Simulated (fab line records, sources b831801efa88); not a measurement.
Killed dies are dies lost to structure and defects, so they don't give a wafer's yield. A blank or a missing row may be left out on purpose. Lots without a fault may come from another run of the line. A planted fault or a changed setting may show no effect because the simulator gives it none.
Chamber matching | flow gf180mcu | GF_V5_CMP_04 on cmp-01: 4 sister chambers
The step polishes SiO2. 4 wafers are shown with their chamber, then 7 later ones without.

WAFERS WITH THEIR CHAMBER
wafer  | chamber | motor_current_A (A)
L259.2 | 0       | 10.9
L259.4 | 2       | 11.2
L263.1 | 1       | 10.8
L263.2 | 3       | 12.2

WAFERS WITHOUT THEIR CHAMBER
wafer  | motor_current_A (A)
L263.5 | 12.3
L265.1 | 10.0
L265.4 | 11.0
L265.6 | 10.9
L276.3 | 11.9
L276.4 | 11.5
L276.6 | 10.5

WHICH CHAMBER EACH WENT THROUGH
wafer  | from the rows above               | in truth
L263.5 | 3                                 | 3
L265.1 | can't be placed: 1 or 0 or 2      | 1
L265.4 | can't be placed: 0 or 1 or 2      | 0
L265.6 | can't be placed: 0 or 1 or 2      | 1
L276.3 | can't be placed: 3 or 2 or 0      | 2
L276.4 | can't be placed: 2 or 0 or 1 or 3 | 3
L276.6 | can't be placed: 1 or 0 or 2      | 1
Placed correctly: 1 of 7. Can't be placed from these rows: 6 (the true chamber is among the candidates in 6). Placed wrongly: 0.
How it was worked out, from the rows above alone: a wafer's distance from a chamber is the root of the sum, over the readings, of the square of ((its reading less the chamber's mean) divided by the reading's scatter). The wafer belongs to the nearest chamber; if the next one is less than 2 further off, it can't be placed. A chamber's mean is the mean of its shown wafers. The scatter: with one shown wafer a chamber, the root of the mean of the squares of how far each hidden wafer lies from its nearest shown one.
